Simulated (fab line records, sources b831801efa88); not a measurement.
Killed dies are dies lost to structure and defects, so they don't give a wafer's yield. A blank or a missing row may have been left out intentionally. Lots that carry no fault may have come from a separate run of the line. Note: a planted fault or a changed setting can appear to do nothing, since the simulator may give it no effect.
Which tool is to blame? || flow gf180mcu || Sampling: 24 lots, 72 wafers, 6 of 602 route steps

WHAT EACH GAUGE READ, for each wafer
GF_CONTACT_CD_MEAS_14: target cd 220 nm. Usual: 220.1 nm for cdNm, sd 1.5.
{"lot": "L074", "measured": "day 16 19:28", "on": "cdSem-02", "cdNm (nm)": "218.0 218.1 218.2", "flag": ""}
{"lot": "L075", "measured": "day 17 02:35", "on": "cdSem-01", "cdNm (nm)": "219.7 221.4 220.7", "flag": ""}
{"lot": "L076", "measured": "day 17 11:10", "on": "cdSem-01", "cdNm (nm)": "220.7 220.0 221.6", "flag": ""}
{"lot": "L077", "measured": "day 17 18:10", "on": "cdSem-02", "cdNm (nm)": "217.6 218.5 218.7", "flag": ""}
{"lot": "L078", "measured": "day 18 00:46", "on": "cdSem-01", "cdNm (nm)": "218.4 217.6 218.0", "flag": ""}
{"lot": "L079", "measured": "day 18 10:45", "on": "cdSem-02", "cdNm (nm)": "220.2 222.2 220.3", "flag": ""}
{"lot": "L080", "measured": "day 19 01:19", "on": "cdSem-02", "cdNm (nm)": "221.2 220.2 220.8", "flag": ""}
{"lot": "L081", "measured": "day 19 10:04", "on": "cdSem-02", "cdNm (nm)": "219.2 220.1 217.9", "flag": ""}
{"lot": "L082", "measured": "day 19 18:13", "on": "cdSem-01", "cdNm (nm)": "222.3 220.1 219.5", "flag": ""}
{"lot": "L083", "measured": "day 20 02:32", "on": "cdSem-01", "cdNm (nm)": "218.0 218.8 217.7", "flag": ""}
{"lot": "L084", "measured": "day 20 10:08", "on": "cdSem-01", "cdNm (nm)": "219.2 219.1 219.1", "flag": ""}
{"lot": "L085", "measured": "day 20 12:31", "on": "cdSem-02", "cdNm (nm)": "223.6 225.0 224.2", "flag": ""}
{"lot": "L086", "measured": "day 21 04:04", "on": "cdSem-01", "cdNm (nm)": "221.6 220.7 223.7", "flag": ""}
{"lot": "L087", "measured": "day 21 11:17", "on": "cdSem-02", "cdNm (nm)": "221.1 219.8 220.9", "flag": ""}
{"lot": "L088", "measured": "day 21 22:05", "on": "cdSem-01", "cdNm (nm)": "220.4 219.6 219.6", "flag": ""}
{"lot": "L089", "measured": "day 22 03:44", "on": "cdSem-02", "cdNm (nm)": "220.6 219.8 220.1", "flag": ""}
{"lot": "L090", "measured": "day 22 10:23", "on": "cdSem-01", "cdNm (nm)": "221.1 222.5 222.6", "flag": ""}
{"lot": "L091", "measured": "day 22 19:58", "on": "cdSem-02", "cdNm (nm)": "219.0 219.2 219.0", "flag": ""}
{"lot": "L092", "measured": "day 23 04:10", "on": "cdSem-02", "cdNm (nm)": "219.1 217.6 218.6", "flag": ""}
{"lot": "L093", "measured": "day 23 10:34", "on": "cdSem-01", "cdNm (nm)": "219.6 220.1 218.4", "flag": ""}
{"lot": "L094", "measured": "day 24 01:40", "on": "cdSem-02", "cdNm (nm)": "220.7 219.7 220.2", "flag": ""}
{"lot": "L095", "measured": "day 24 04:11", "on": "cdSem-02", "cdNm (nm)": "219.9 220.0 220.5", "flag": ""}
{"lot": "L096", "measured": "day 24 11:56", "on": "cdSem-02", "cdNm (nm)": "220.4 220.2 219.1", "flag": ""}
{"lot": "L097", "measured": "day 24 16:17", "on": "cdSem-02", "cdNm (nm)": "220.8 219.5 220.3", "flag": ""}

GF_V1_THK_MEAS_01. Usual: for V1_CVD_00_THK the level is 600 nm and the standard deviation is 5.9.
{"lot": "L074", "measured": "day 17 21:36", "on": "filmMetro-01", "V1_CVD_00_THK (nm)": "589 603 603", "flag": ""}
{"lot": "L075", "measured": "day 18 04:19", "on": "filmMetro-01", "V1_CVD_00_THK (nm)": "601 598 606", "flag": ""}
{"lot": "L076", "measured": "day 18 12:53", "on": "filmMetro-04", "V1_CVD_00_THK (nm)": "603 597 596", "flag": ""}
{"lot": "L077", "measured": "day 18 20:55", "on": "filmMetro-03", "V1_CVD_00_THK (nm)": "602 594 603", "flag": ""}
{"lot": "L078", "measured": "day 19 03:17", "on": "filmMetro-04", "V1_CVD_00_THK (nm)": "599 597 605", "flag": ""}
{"lot": "L079", "measured": "day 19 13:43", "on": "filmMetro-01", "V1_CVD_00_THK (nm)": "607 611 607", "flag": ""}
{"lot": "L080", "measured": "day 20 04:34", "on": "filmMetro-03", "V1_CVD_00_THK (nm)": "596 610 599", "flag": ""}
{"lot": "L081", "measured": "day 20 12:58", "on": "filmMetro-01", "V1_CVD_00_THK (nm)": "609 598 601", "flag": ""}
{"lot": "L082", "measured": "day 20 21:02", "on": "filmMetro-03", "V1_CVD_00_THK (nm)": "603 612 604", "flag": ""}
{"lot": "L083", "measured": "day 21 05:37", "on": "filmMetro-03", "V1_CVD_00_THK (nm)": "591 597 601", "flag": ""}
{"lot": "L084", "measured": "day 21 13:18", "on": "filmMetro-03", "V1_CVD_00_THK (nm)": "609 599 599", "flag": ""}
{"lot": "L085", "measured": "day 21 15:55", "on": "filmMetro-01", "V1_CVD_00_THK (nm)": "602 602 602", "flag": ""}
{"lot": "L086", "measured": "day 22 06:46", "on": "filmMetro-03", "V1_CVD_00_THK (nm)": "591 584 590", "flag": ""}
{"lot": "L087", "measured": "day 22 13:45", "on": "filmMetro-04", "V1_CVD_00_THK (nm)": "593 588 603", "flag": ""}
{"lot": "L088", "measured": "day 23 00:43", "on": "filmMetro-03", "V1_CVD_00_THK (nm)": "601 595 601", "flag": ""}
{"lot": "L089", "measured": "day 23 05:31", "on": "filmMetro-04", "V1_CVD_00_THK (nm)": "603 595 603", "flag": ""}
{"lot": "L090", "measured": "day 23 12:30", "on": "filmMetro-03", "V1_CVD_00_THK (nm)": "599 596 599", "flag": ""}
{"lot": "L091", "measured": "day 23 20:40", "on": "filmMetro-03", "V1_CVD_00_THK (nm)": "589 603 592", "flag": ""}
{"lot": "L092", "measured": "day 24 05:42", "on": "filmMetro-01", "V1_CVD_00_THK (nm)": "606 605 610", "flag": ""}
{"lot": "L093", "measured": "day 24 11:56", "on": "filmMetro-04", "V1_CVD_00_THK (nm)": "597 600 606", "flag": ""}
{"lot": "L094", "measured": "day 25 01:46", "on": "filmMetro-04", "V1_CVD_00_THK (nm)": "594 605 605", "flag": ""}
{"lot": "L095", "measured": "day 25 04:40", "on": "filmMetro-04", "V1_CVD_00_THK (nm)": "607 603 603", "flag": ""}
{"lot": "L096", "measured": "day 25 12:07", "on": "filmMetro-04", "V1_CVD_00_THK (nm)": "602 607 608", "flag": ""}
{"lot": "L097", "measured": "day 25 16:59", "on": "filmMetro-03", "V1_CVD_00_THK (nm)": "595 603 593", "flag": ""}

GF_V2_BOW_MEAS_05. Usual: for V2_BOW the level is 100 um and the standard deviation is 7.1.
{"lot": "L074", "measured": "day 20 02:37", "on": "filmMetro-04", "V2_BOW (um)": "114 99 101", "flag": ""}
{"lot": "L075", "measured": "day 20 09:37", "on": "filmMetro-01", "V2_BOW (um)": "103 99 108", "flag": ""}
{"lot": "L076", "measured": "day 20 17:32", "on": "filmMetro-01", "V2_BOW (um)": "108 108 112", "flag": ""}
{"lot": "L077", "measured": "day 21 01:50", "on": "filmMetro-04", "V2_BOW (um)": "77 91 106", "flag": ""}
{"lot": "L078", "measured": "day 21 08:13", "on": "filmMetro-01", "V2_BOW (um)": "104 91 97", "flag": ""}
{"lot": "L079", "measured": "day 21 18:00", "on": "filmMetro-01", "V2_BOW (um)": "103 94 96", "flag": ""}
{"lot": "L080", "measured": "day 22 08:47", "on": "filmMetro-02", "V2_BOW (um)": "105 102 101", "flag": ""}
{"lot": "L081", "measured": "day 22 17:06", "on": "filmMetro-02", "V2_BOW (um)": "94 100 113", "flag": ""}
{"lot": "L082", "measured": "day 23 00:53", "on": "filmMetro-02", "V2_BOW (um)": "97 92 106", "flag": ""}
{"lot": "L083", "measured": "day 23 08:58", "on": "filmMetro-01", "V2_BOW (um)": "98 100 100", "flag": ""}
{"lot": "L084", "measured": "day 23 15:54", "on": "filmMetro-04", "V2_BOW (um)": "94 91 107", "flag": ""}
{"lot": "L085", "measured": "day 23 19:26", "on": "filmMetro-01", "V2_BOW (um)": "102 96 112", "flag": ""}
{"lot": "L086", "measured": "day 24 09:11", "on": "filmMetro-04", "V2_BOW (um)": "113 103 93", "flag": ""}
{"lot": "L087", "measured": "day 24 14:56", "on": "filmMetro-01", "V2_BOW (um)": "95 103 102", "flag": ""}
{"lot": "L088", "measured": "day 25 01:33", "on": "filmMetro-04", "V2_BOW (um)": "106 100 102", "flag": ""}
{"lot": "L089", "measured": "day 25 07:07", "on": "filmMetro-01", "V2_BOW (um)": "100 100 91", "flag": ""}
{"lot": "L090", "measured": "day 25 13:01", "on": "filmMetro-04", "V2_BOW (um)": "103 91 101", "flag": ""}
{"lot": "L091", "measured": "day 25 21:13", "on": "filmMetro-02", "V2_BOW (um)": "101 119 104", "flag": ""}
{"lot": "L092", "measured": "day 26 05:23", "on": "filmMetro-04", "V2_BOW (um)": "109 97 99", "flag": ""}
{"lot": "L093", "measured": "day 26 10:35", "on": "filmMetro-04", "V2_BOW (um)": "97 96 90", "flag": ""}
{"lot": "L094", "measured": "day 27 00:41", "on": "filmMetro-01", "V2_BOW (um)": "98 93 88", "flag": ""}
{"lot": "L095", "measured": "day 27 03:28", "on": "filmMetro-04", "V2_BOW (um)": "100 94 106", "flag": ""}
{"lot": "L096", "measured": "day 27 09:49", "on": "filmMetro-02", "V2_BOW (um)": "93 97 86", "flag": ""}
{"lot": "L097", "measured": "day 27 15:00", "on": "filmMetro-02", "V2_BOW (um)": "92 95 105", "flag": ""}

GF_V4_THK_MEAS_25: measures by xrf. Usual: for V4_W_THK the level is 370 nm and the standard deviation is 4.7.
{"lot": "L074", "measured": "day 25 07:13", "on": "filmMetro-02", "V4_W_THK (nm)": "361 363 363", "flag": ""}
{"lot": "L075", "measured": "day 25 14:04", "on": "filmMetro-04", "V4_W_THK (nm)": "373 376 371", "flag": ""}
{"lot": "L076", "measured": "day 25 19:01", "on": "filmMetro-01", "V4_W_THK (nm)": "372 369 376", "flag": ""}
{"lot": "L077", "measured": "day 26 04:45", "on": "filmMetro-01", "V4_W_THK (nm)": "376 378 382", "flag": ""}
{"lot": "L078", "measured": "day 26 10:04", "on": "filmMetro-02", "V4_W_THK (nm)": "378 370 373", "flag": ""}
{"lot": "L079", "measured": "day 26 18:11", "on": "filmMetro-01", "V4_W_THK (nm)": "369 365 371", "flag": ""}
{"lot": "L080", "measured": "day 27 08:33", "on": "filmMetro-04", "V4_W_THK (nm)": "363 364 367", "flag": ""}
{"lot": "L081", "measured": "day 27 13:31", "on": "filmMetro-04", "V4_W_THK (nm)": "364 365 373", "flag": ""}
{"lot": "L082", "measured": "day 27 20:38", "on": "filmMetro-01", "V4_W_THK (nm)": "362 366 372", "flag": ""}
{"lot": "L083", "measured": "day 28 04:17", "on": "filmMetro-02", "V4_W_THK (nm)": "369 368 366", "flag": ""}
{"lot": "L084", "measured": "day 28 11:30", "on": "filmMetro-01", "V4_W_THK (nm)": "367 368 372", "flag": ""}
{"lot": "L085", "measured": "day 28 14:34", "on": "filmMetro-02", "V4_W_THK (nm)": "374 366 371", "flag": ""}
{"lot": "L086", "measured": "day 29 02:11", "on": "filmMetro-01", "V4_W_THK (nm)": "377 373 374", "flag": ""}
{"lot": "L087", "measured": "day 29 08:01", "on": "filmMetro-01", "V4_W_THK (nm)": "372 379 369", "flag": ""}
{"lot": "L088", "measured": "day 29 15:17", "on": "filmMetro-02", "V4_W_THK (nm)": "372 375 375", "flag": ""}
{"lot": "L089", "measured": "day 29 20:15", "on": "filmMetro-04", "V4_W_THK (nm)": "370 371 369", "flag": ""}
{"lot": "L090", "measured": "day 30 03:59", "on": "filmMetro-02", "V4_W_THK (nm)": "367 367 369", "flag": ""}
{"lot": "L091", "measured": "day 30 09:04", "on": "filmMetro-04", "V4_W_THK (nm)": "363 370 361", "flag": ""}
{"lot": "L092", "measured": "day 30 17:26", "on": "filmMetro-01", "V4_W_THK (nm)": "368 366 375", "flag": ""}
{"lot": "L093", "measured": "day 30 22:04", "on": "filmMetro-02", "V4_W_THK (nm)": "372 374 373", "flag": ""}
{"lot": "L094", "measured": "day 31 08:05", "on": "filmMetro-01", "V4_W_THK (nm)": "374 367 369", "flag": ""}
{"lot": "L095", "measured": "day 31 12:35", "on": "filmMetro-04", "V4_W_THK (nm)": "377 377 375", "flag": ""}
{"lot": "L096", "measured": "day 31 18:19", "on": "filmMetro-04", "V4_W_THK (nm)": "374 374 370", "flag": ""}
{"lot": "L097", "measured": "day 31 22:10", "on": "filmMetro-04", "V4_W_THK (nm)": "366 371 364", "flag": ""}

EACH LOT AND THE TOOL THAT RAN IT (in order: tool; ch and the chambers of the sampled wafers; start)
{"lot": "L074", "GF_V1_STRIP_18": "plasmaAsher-02 ch 0,1, day 18 22:37", "GF_M2_SPUTTER_03": "pvdSputter-03, day 19 00:00"}
{"lot": "L075", "GF_V1_STRIP_18": "plasmaAsher-03 ch 0,1, day 19 06:01", "GF_M2_SPUTTER_03": "pvdSputter-03, day 19 07:24"}
{"lot": "L076", "GF_V1_STRIP_18": "plasmaAsher-04 ch 0,1, day 19 14:31", "GF_M2_SPUTTER_03": "pvdSputter-03, day 19 15:56"}
{"lot": "L077", "GF_V1_STRIP_18": "plasmaAsher-04 ch 0,1, day 19 22:33", "GF_M2_SPUTTER_03": "pvdSputter-02, day 19 23:55"}
{"lot": "L078", "GF_V1_STRIP_18": "plasmaAsher-04 ch 0,1, day 20 05:02", "GF_M2_SPUTTER_03": "pvdSputter-01, day 20 06:26"}
{"lot": "L079", "GF_V1_STRIP_18": "plasmaAsher-04 ch 0,1, day 20 15:31", "GF_M2_SPUTTER_03": "pvdSputter-02, day 20 16:55"}
{"lot": "L080", "GF_V1_STRIP_18": "plasmaAsher-04 ch 0,1, day 21 05:58", "GF_M2_SPUTTER_03": "pvdSputter-02, day 21 07:21"}
{"lot": "L081", "GF_V1_STRIP_18": "plasmaAsher-04 ch 0,1, day 21 14:16", "GF_M2_SPUTTER_03": "pvdSputter-01, day 21 15:40"}
{"lot": "L082", "GF_V1_STRIP_18": "plasmaAsher-04 ch 0,1, day 21 22:03", "GF_M2_SPUTTER_03": "pvdSputter-01, day 21 23:25"}
{"lot": "L083", "GF_V1_STRIP_18": "plasmaAsher-04 ch 0, day 22 06:34", "GF_M2_SPUTTER_03": "pvdSputter-02, day 22 07:59"}
{"lot": "L084", "GF_V1_STRIP_18": "plasmaAsher-03 ch 0,1, day 22 14:07", "GF_M2_SPUTTER_03": "pvdSputter-02, day 22 15:31"}
{"lot": "L085", "GF_V1_STRIP_18": "plasmaAsher-03 ch 0,1, day 22 16:43", "GF_M2_SPUTTER_03": "pvdSputter-02, day 22 18:06"}
{"lot": "L086", "GF_V1_STRIP_18": "plasmaAsher-03 ch 0,1, day 23 07:34", "GF_M2_SPUTTER_03": "pvdSputter-02, day 23 08:55"}
{"lot": "L087", "GF_V1_STRIP_18": "plasmaAsher-02 ch 0,1, day 23 13:24", "GF_M2_SPUTTER_03": "pvdSputter-02, day 23 14:47"}
{"lot": "L088", "GF_V1_STRIP_18": "plasmaAsher-03 ch 0,1, day 24 00:34", "GF_M2_SPUTTER_03": "pvdSputter-01, day 24 01:57"}
{"lot": "L089", "GF_V1_STRIP_18": "plasmaAsher-03 ch 0,1, day 24 05:13", "GF_M2_SPUTTER_03": "pvdSputter-02, day 24 06:37"}
{"lot": "L090", "GF_V1_STRIP_18": "plasmaAsher-02 ch 1, day 24 12:28", "GF_M2_SPUTTER_03": "pvdSputter-01, day 24 13:51"}
{"lot": "L091", "GF_V1_STRIP_18": "plasmaAsher-03 ch 0,1, day 24 19:43", "GF_M2_SPUTTER_03": "pvdSputter-02, day 24 21:13"}
{"lot": "L092", "GF_V1_STRIP_18": "plasmaAsher-03 ch 0,1, day 25 04:30", "GF_M2_SPUTTER_03": "pvdSputter-03, day 25 05:55"}
{"lot": "L093", "GF_V1_STRIP_18": "plasmaAsher-02 ch 0,1, day 25 10:27", "GF_M2_SPUTTER_03": "pvdSputter-02, day 25 11:54"}
{"lot": "L094", "GF_V1_STRIP_18": "plasmaAsher-03 ch 0,1, day 26 00:40", "GF_M2_SPUTTER_03": "pvdSputter-03, day 26 02:03"}
{"lot": "L095", "GF_V1_STRIP_18": "plasmaAsher-02 ch 0,1, day 26 02:55", "GF_M2_SPUTTER_03": "pvdSputter-02, day 26 04:18"}
{"lot": "L096", "GF_V1_STRIP_18": "plasmaAsher-03 ch 1, day 26 10:48", "GF_M2_SPUTTER_03": "pvdSputter-03, day 26 12:11"}
{"lot": "L097", "GF_V1_STRIP_18": "plasmaAsher-04 ch 1, day 26 15:01", "GF_M2_SPUTTER_03": "pvdSputter-01, day 26 16:24"}
- GF_V1_STRIP_18: strips in O2/N2.
- GF_M2_SPUTTER_03: material Ti, target thk 10 nm, time 6.7 s.

AS READ BY THE TOOLS THEMSELVES (means over the sampled wafers that have a number; for cases with no such wafer, the mark the record gives instead)
GF_V1_STRIP_18. Usual: drypumpMotorCurrentA 5.62 A, standard deviation 0.23; heaterPowerW 319 W, standard deviation 29; n2FlowSccm 299.9 sccm, standard deviation 0.79; oesProductAu 0.593 a.u., standard deviation 0.0047.
{"lot": "L074", "tool": "plasmaAsher-02", "drypumpMotorCurrentA (A)": 5.57, "heaterPowerW (W)": 347, "n2FlowSccm (sccm)": 298.8, "oesProductAu (a.u.)": 0.593, "flag": ""}
{"lot": "L075", "tool": "plasmaAsher-03", "drypumpMotorCurrentA (A)": 5.61, "heaterPowerW (W)": 310, "n2FlowSccm (sccm)": 299.2, "oesProductAu (a.u.)": 0.587, "flag": ""}
{"lot": "L076", "tool": "plasmaAsher-04", "drypumpMotorCurrentA (A)": 5.57, "heaterPowerW (W)": 311, "n2FlowSccm (sccm)": 300.6, "oesProductAu (a.u.)": 0.585, "flag": ""}
{"lot": "L077", "tool": "plasmaAsher-04", "drypumpMotorCurrentA (A)": 5.59, "heaterPowerW (W)": 311, "n2FlowSccm (sccm)": 299.6, "oesProductAu (a.u.)": 0.596, "flag": ""}
{"lot": "L078", "tool": "plasmaAsher-04", "drypumpMotorCurrentA (A)": 5.58, "heaterPowerW (W)": 313, "n2FlowSccm (sccm)": 299.6, "oesProductAu (a.u.)": 0.593, "flag": ""}
{"lot": "L079", "tool": "plasmaAsher-04", "drypumpMotorCurrentA (A)": 5.55, "heaterPowerW (W)": 324, "n2FlowSccm (sccm)": 300.0, "oesProductAu (a.u.)": 0.592, "flag": ""}
{"lot": "L080", "tool": "plasmaAsher-04", "drypumpMotorCurrentA (A)": 5.55, "heaterPowerW (W)": 319, "n2FlowSccm (sccm)": 299.5, "oesProductAu (a.u.)": 0.596, "flag": ""}
{"lot": "L081", "tool": "plasmaAsher-04", "drypumpMotorCurrentA (A)": 5.59, "heaterPowerW (W)": 309, "n2FlowSccm (sccm)": 299.7, "oesProductAu (a.u.)": 0.597, "flag": ""}
{"lot": "L082", "tool": "plasmaAsher-04", "drypumpMotorCurrentA (A)": 5.54, "heaterPowerW (W)": 323, "n2FlowSccm (sccm)": 300.2, "oesProductAu (a.u.)": 0.593, "flag": ""}
{"lot": "L083", "tool": "plasmaAsher-04", "drypumpMotorCurrentA (A)": 5.61, "heaterPowerW (W)": 304, "n2FlowSccm (sccm)": 300.0, "oesProductAu (a.u.)": 0.590, "flag": ""}
{"lot": "L084", "tool": "plasmaAsher-03", "drypumpMotorCurrentA (A)": 5.58, "heaterPowerW (W)": 300, "n2FlowSccm (sccm)": 299.2, "oesProductAu (a.u.)": 0.592, "flag": ""}
{"lot": "L085", "tool": "plasmaAsher-03", "drypumpMotorCurrentA (A)": 5.64, "heaterPowerW (W)": 315, "n2FlowSccm (sccm)": 299.5, "oesProductAu (a.u.)": 0.595, "flag": ""}
{"lot": "L086", "tool": "plasmaAsher-03", "drypumpMotorCurrentA (A)": 5.64, "heaterPowerW (W)": 310, "n2FlowSccm (sccm)": 300.2, "oesProductAu (a.u.)": 0.597, "flag": ""}
{"lot": "L087", "tool": "plasmaAsher-02", "drypumpMotorCurrentA (A)": 5.86, "heaterPowerW (W)": 365, "n2FlowSccm (sccm)": 300.1, "oesProductAu (a.u.)": 0.595, "flag": ""}
{"lot": "L088", "tool": "plasmaAsher-03", "drypumpMotorCurrentA (A)": 5.65, "heaterPowerW (W)": 311, "n2FlowSccm (sccm)": 301.2, "oesProductAu (a.u.)": 0.595, "flag": ""}
{"lot": "L089", "tool": "plasmaAsher-03", "drypumpMotorCurrentA (A)": 5.66, "heaterPowerW (W)": 311, "n2FlowSccm (sccm)": 300.2, "oesProductAu (a.u.)": 0.592, "flag": ""}
{"lot": "L090", "tool": "plasmaAsher-02", "drypumpMotorCurrentA (A)": 6.21, "heaterPowerW (W)": 378, "n2FlowSccm (sccm)": 299.9, "oesProductAu (a.u.)": 0.592, "flag": ""}
{"lot": "L091", "tool": "plasmaAsher-03", "drypumpMotorCurrentA (A)": 5.58, "heaterPowerW (W)": 291, "n2FlowSccm (sccm)": 300.6, "oesProductAu (a.u.)": 0.594, "flag": ""}
{"lot": "L092", "tool": "plasmaAsher-03", "drypumpMotorCurrentA (A)": 5.64, "heaterPowerW (W)": 309, "n2FlowSccm (sccm)": 300.3, "oesProductAu (a.u.)": 0.591, "flag": ""}
{"lot": "L093", "tool": "plasmaAsher-02", "drypumpMotorCurrentA (A)": 5.88, "heaterPowerW (W)": 363, "n2FlowSccm (sccm)": 300.2, "oesProductAu (a.u.)": 0.595, "flag": ""}
{"lot": "L094", "tool": "plasmaAsher-03", "drypumpMotorCurrentA (A)": 5.63, "heaterPowerW (W)": 310, "n2FlowSccm (sccm)": 299.0, "oesProductAu (a.u.)": 0.593, "flag": ""}
{"lot": "L095", "tool": "plasmaAsher-02", "drypumpMotorCurrentA (A)": 5.87, "heaterPowerW (W)": 359, "n2FlowSccm (sccm)": 299.7, "oesProductAu (a.u.)": 0.593, "flag": ""}
{"lot": "L096", "tool": "plasmaAsher-03", "drypumpMotorCurrentA (A)": 5.50, "heaterPowerW (W)": 279, "n2FlowSccm (sccm)": 299.7, "oesProductAu (a.u.)": 0.594, "flag": ""}
{"lot": "L097", "tool": "plasmaAsher-04", "drypumpMotorCurrentA (A)": 5.51, "heaterPowerW (W)": 332, "n2FlowSccm (sccm)": 299.6, "oesProductAu (a.u.)": 0.592, "flag": ""}

GF_M2_SPUTTER_03. Usual: 29.9 % for throttleValvePct, sd 1.1.
{"lot": "L074", "tool": "pvdSputter-03", "throttleValvePct (%)": 29.3, "flag": ""}
{"lot": "L075", "tool": "pvdSputter-03", "throttleValvePct (%)": 29.1, "flag": ""}
{"lot": "L076", "tool": "pvdSputter-03", "throttleValvePct (%)": 28.9, "flag": ""}
{"lot": "L077", "tool": "pvdSputter-02", "throttleValvePct (%)": 30.4, "flag": ""}
{"lot": "L078", "tool": "pvdSputter-01", "throttleValvePct (%)": 30.0, "flag": ""}
{"lot": "L079", "tool": "pvdSputter-02", "throttleValvePct (%)": 29.3, "flag": ""}
{"lot": "L080", "tool": "pvdSputter-02", "throttleValvePct (%)": 30.5, "flag": ""}
{"lot": "L081", "tool": "pvdSputter-01", "throttleValvePct (%)": 30.0, "flag": ""}
{"lot": "L082", "tool": "pvdSputter-01", "throttleValvePct (%)": 30.0, "flag": ""}
{"lot": "L083", "tool": "pvdSputter-02", "throttleValvePct (%)": 30.4, "flag": ""}
{"lot": "L084", "tool": "pvdSputter-02", "throttleValvePct (%)": 30.6, "flag": ""}
{"lot": "L085", "tool": "pvdSputter-02", "throttleValvePct (%)": 29.8, "flag": ""}
{"lot": "L086", "tool": "pvdSputter-02", "throttleValvePct (%)": 30.0, "flag": ""}
{"lot": "L087", "tool": "pvdSputter-02", "throttleValvePct (%)": 29.5, "flag": ""}
{"lot": "L088", "tool": "pvdSputter-01", "throttleValvePct (%)": 30.1, "flag": ""}
{"lot": "L089", "tool": "pvdSputter-02", "throttleValvePct (%)": 29.5, "flag": ""}
{"lot": "L090", "tool": "pvdSputter-01", "throttleValvePct (%)": 30.1, "flag": ""}
{"lot": "L091", "tool": "pvdSputter-02", "throttleValvePct (%)": 30.5, "flag": ""}
{"lot": "L092", "tool": "pvdSputter-03", "throttleValvePct (%)": 29.9, "flag": ""}
{"lot": "L093", "tool": "pvdSputter-02", "throttleValvePct (%)": 30.6, "flag": ""}
{"lot": "L094", "tool": "pvdSputter-03", "throttleValvePct (%)": 29.9, "flag": ""}
{"lot": "L095", "tool": "pvdSputter-02", "throttleValvePct (%)": 31.6, "flag": ""}
{"lot": "L096", "tool": "pvdSputter-03", "throttleValvePct (%)": 29.9, "flag": ""}
{"lot": "L097", "tool": "pvdSputter-01", "throttleValvePct (%)": 29.9, "flag": ""}

THE ANSWER, worked out from the rows above alone
Rule: lot off if the mean of its wafers having a number is beyond 3 standard deviations from the usual mean. Also off: a lot with no number at a reading for which 4 or more lots have one. All remaining lots with rows at the step are treated as sound. After the gauges, taken in route order, come the tools' own readings; for these a lot's mean is taken, as printed above. At the first step where some lot is off, the reading lying furthest off is the one used; lots without a number count as furthest.
No lot is off on any of the readings shown, so nothing can be concluded from this.

WHAT WAS PUT IN BY THE SIMULATOR
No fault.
